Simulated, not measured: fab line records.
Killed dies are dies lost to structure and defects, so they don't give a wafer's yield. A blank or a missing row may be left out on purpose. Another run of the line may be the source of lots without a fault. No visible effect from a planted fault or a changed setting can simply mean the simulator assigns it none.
What tool caused it? :: flow sky130 :: 14 lots with 42 wafers sampled at 4 steps, on a route of 708 steps

== WHAT THE GAUGES READ, wafer by wafer ==
SKY_LDD_HVN_OVL_MEAS_07.
lot: L586
measured: day 20 07:05
on: overlay-01
LDD_HVN_OVL (nm): 1.8 1.6 1.9

lot: L587
measured: day 20 16:15
on: overlay-02
LDD_HVN_OVL (nm): 0.4 -0.4 -0.2

lot: L588
measured: day 20 22:36
on: overlay-02
LDD_HVN_OVL (nm): 1.0 1.1 0.8

lot: L590
measured: day 21 19:47
on: overlay-01
LDD_HVN_OVL (nm): 0.2 -0.1 -0.1

lot: L593
measured: day 22 23:24
on: overlay-02
LDD_HVN_OVL (nm): -0.2 -0.7 0.0

lot: L594
measured: day 23 08:37
on: overlay-02
LDD_HVN_OVL (nm): 0.5 -1.8 -0.1

lot: L595
measured: day 23 16:26
on: overlay-02
LDD_HVN_OVL (nm): -1.4 0.8 0.8

lot: L598
measured: day 24 16:44
on: overlay-01
LDD_HVN_OVL (nm): 0.8 3.0 3.1

lot: L600
measured: day 25 10:47
on: overlay-02
LDD_HVN_OVL (nm): -0.8 -2.4 -0.6

lot: L601
measured: day 25 20:50
on: overlay-02
LDD_HVN_OVL (nm): -2.4 -1.1 -0.8

lot: L603
measured: day 26 12:29
on: overlay-02
LDD_HVN_OVL (nm): 0.4 -0.6 -0.6

lot: L605
measured: day 27 09:47
on: overlay-01
LDD_HVN_OVL (nm): -0.2 1.3 -1.0

lot: L606
measured: day 27 13:36
on: overlay-01
LDD_HVN_OVL (nm): 1.4 1.0 2.4

lot: L607
measured: day 28 01:39
on: overlay-02
LDD_HVN_OVL (nm): 0.2 -0.7 -0.8

SKY_SPACER_THK_MEAS_01.
lot: L586
measured: day 23 00:48
on: filmMetro-01
SPACER_CVD_00_THK (nm): 43.8 43.3 43.6

lot: L587
measured: day 23 09:50
on: filmMetro-01
SPACER_CVD_00_THK (nm): 43.6 43.3 43.7

lot: L588
measured: day 23 13:29
on: filmMetro-01
SPACER_CVD_00_THK (nm): 43.5 43.6 43.6

lot: L590
measured: day 24 10:23
on: filmMetro-01
SPACER_CVD_00_THK (nm): 42.9 42.9 42.8

lot: L593
measured: day 25 14:01
on: filmMetro-02
SPACER_CVD_00_THK (nm): 42.4 43.0 43.2

lot: L594
measured: day 25 22:44
on: filmMetro-04
SPACER_CVD_00_THK (nm): 42.9 43.3 42.8

lot: L595
measured: day 26 07:11
on: filmMetro-04
SPACER_CVD_00_THK (nm): 42.9 42.8 43.0

lot: L598
measured: day 27 06:13
on: filmMetro-01
SPACER_CVD_00_THK (nm): 42.7 42.8 42.6

lot: L600
measured: day 27 23:56
on: filmMetro-04
SPACER_CVD_00_THK (nm): 42.8 42.5 42.5

lot: L601
measured: day 28 09:03
on: filmMetro-04
SPACER_CVD_00_THK (nm): 42.9 42.8 42.9

lot: L603
measured: day 29 00:42
on: filmMetro-04
SPACER_CVD_00_THK (nm): 43.3 43.7 43.6

lot: L605
measured: day 29 20:31
on: filmMetro-02
SPACER_CVD_00_THK (nm): 42.9 43.0 42.9

lot: L606
measured: day 30 03:14
on: filmMetro-04
SPACER_CVD_00_THK (nm): 43.4 43.1 43.2

lot: L607
measured: day 30 14:07
on: filmMetro-01
SPACER_CVD_00_THK (nm): 42.8 42.9 42.6

SKY_SD_P_TW_MEAS_11.
lot: L586
measured: day 25 13:26
on: filmMetro-04
SD_P_TW: 2859 2831 2841

lot: L587
measured: day 25 22:30
on: filmMetro-04
SD_P_TW: 2841 2852 2834

lot: L588
measured: day 26 01:04
on: filmMetro-02
SD_P_TW: 2855 2866 2874

lot: L590
measured: day 26 21:14
on: filmMetro-03
SD_P_TW: 2847 2849 2855

lot: L593
measured: day 28 00:58
on: filmMetro-02
SD_P_TW: 2871 2868 2875

lot: L594
measured: day 28 09:11
on: filmMetro-04
SD_P_TW: 2834 2828 2835

lot: L595
measured: day 28 18:02
on: filmMetro-03
SD_P_TW: 2844 2825 2833

lot: L598
measured: day 29 14:56
on: filmMetro-03
SD_P_TW: 2840 2843 2860

lot: L600
measured: day 30 08:36
on: filmMetro-03
SD_P_TW: 2848 2858 2834

lot: L601
measured: day 30 16:33
on: filmMetro-02
SD_P_TW: 2868 2879 2866

lot: L603
measured: day 31 09:48
on: filmMetro-02
SD_P_TW: 2882 2880 2858

lot: L605
measured: day 32 04:08
on: filmMetro-03
SD_P_TW: 2816 2827 2828

lot: L606
measured: day 32 10:53
on: filmMetro-02
SD_P_TW: 2876 2870 2877

lot: L607
measured: day 32 21:30
on: filmMetro-03
SD_P_TW: 2843 2836 2834

== EACH LOT AND THE TOOL THAT RAN IT (in order: tool; ch and the chambers of the sampled wafers; start) ==
lot: L586
SKY_SD_P_PEB_05: lithoTrack-03 ch 0, day 25 12:45

lot: L587
SKY_SD_P_PEB_05: lithoTrack-04 ch 0, day 25 21:49

lot: L588
SKY_SD_P_PEB_05: lithoTrack-01 ch 0, day 26 00:22

lot: L590
SKY_SD_P_PEB_05: lithoTrack-04 ch 0, day 26 20:32

lot: L593
SKY_SD_P_PEB_05: lithoTrack-04 ch 0, day 28 00:17

lot: L594
SKY_SD_P_PEB_05: lithoTrack-03 ch 0, day 28 08:28

lot: L595
SKY_SD_P_PEB_05: lithoTrack-03 ch 0, day 28 17:21

lot: L598
SKY_SD_P_PEB_05: lithoTrack-04 ch 0, day 29 14:14

lot: L600
SKY_SD_P_PEB_05: lithoTrack-03, day 30 07:55

lot: L601
SKY_SD_P_PEB_05: lithoTrack-01, day 30 15:50

lot: L603
SKY_SD_P_PEB_05: lithoTrack-01 ch 0, day 31 09:05

lot: L605
SKY_SD_P_PEB_05: lithoTrack-04 ch 0, day 32 03:26

lot: L606
SKY_SD_P_PEB_05: lithoTrack-03 ch 0, day 32 10:12

lot: L607
SKY_SD_P_PEB_05: lithoTrack-03 ch 0, day 32 20:49
- SKY_SD_P_PEB_05

== WHAT THE TOOLS THEMSELVES READ (means of the sampled wafers that have a number; where no wafer has one, the mark that the record gives instead) ==
SKY_SD_P_PEB_05.
lot: L586
tool: lithoTrack-03
exhaustPa (Pa): 45.0

lot: L587
tool: lithoTrack-04
exhaustPa (Pa): 44.3

lot: L588
tool: lithoTrack-01
exhaustPa (Pa): 45.2

lot: L590
tool: lithoTrack-04
exhaustPa (Pa): 45.7

lot: L593
tool: lithoTrack-04
exhaustPa (Pa): 43.5

lot: L594
tool: lithoTrack-03
exhaustPa (Pa): 44.7

lot: L595
tool: lithoTrack-03
exhaustPa (Pa): 44.1

lot: L598
tool: lithoTrack-04
exhaustPa (Pa): 45.2

lot: L600
tool: lithoTrack-03
exhaustPa (Pa): -

lot: L601
tool: lithoTrack-01
exhaustPa (Pa): -

lot: L603
tool: lithoTrack-01
exhaustPa (Pa): 45.0

lot: L605
tool: lithoTrack-04
exhaustPa (Pa): 44.4

lot: L606
tool: lithoTrack-03
exhaustPa (Pa): 45.9

lot: L607
tool: lithoTrack-03
exhaustPa (Pa): 44.4

== THE ANSWER, worked out from the rows above alone ==
Rule: what is usual is taken from the lots themselves. The widest of any qualifying gaps counts: lots, ordered by their means at a reading, are off when they make up no more than a third of the lots, leave a main group of 4 or more, and stand apart from it by 3 or more times the standard deviation of that group's means. The tables above print the reading to a certain number of digits; a main group whose means all agree to those digits is not used. Also off: a lot with no number at a reading for which 4 or more lots have one. All remaining lots with rows at the step are treated as sound. First the gauges in route order, then the tools' own readings, where a lot's mean is used as printed above. At the first step where some lot is off, the reading lying furthest off is the one used; lots without a number count as furthest.
Off: L600, L601 (SKY_SD_P_PEB_05, exhaustPa). Without a number there: L600, L601. Mean 44.8 Pa and standard deviation 0.66 in the main group.
A tool fits if, at that step or a process step before it, it ran every lot that is off, and no sound lot after the first of them. Of those tried, none fits.

== WHAT WAS PUT IN BY THE SIMULATOR ==
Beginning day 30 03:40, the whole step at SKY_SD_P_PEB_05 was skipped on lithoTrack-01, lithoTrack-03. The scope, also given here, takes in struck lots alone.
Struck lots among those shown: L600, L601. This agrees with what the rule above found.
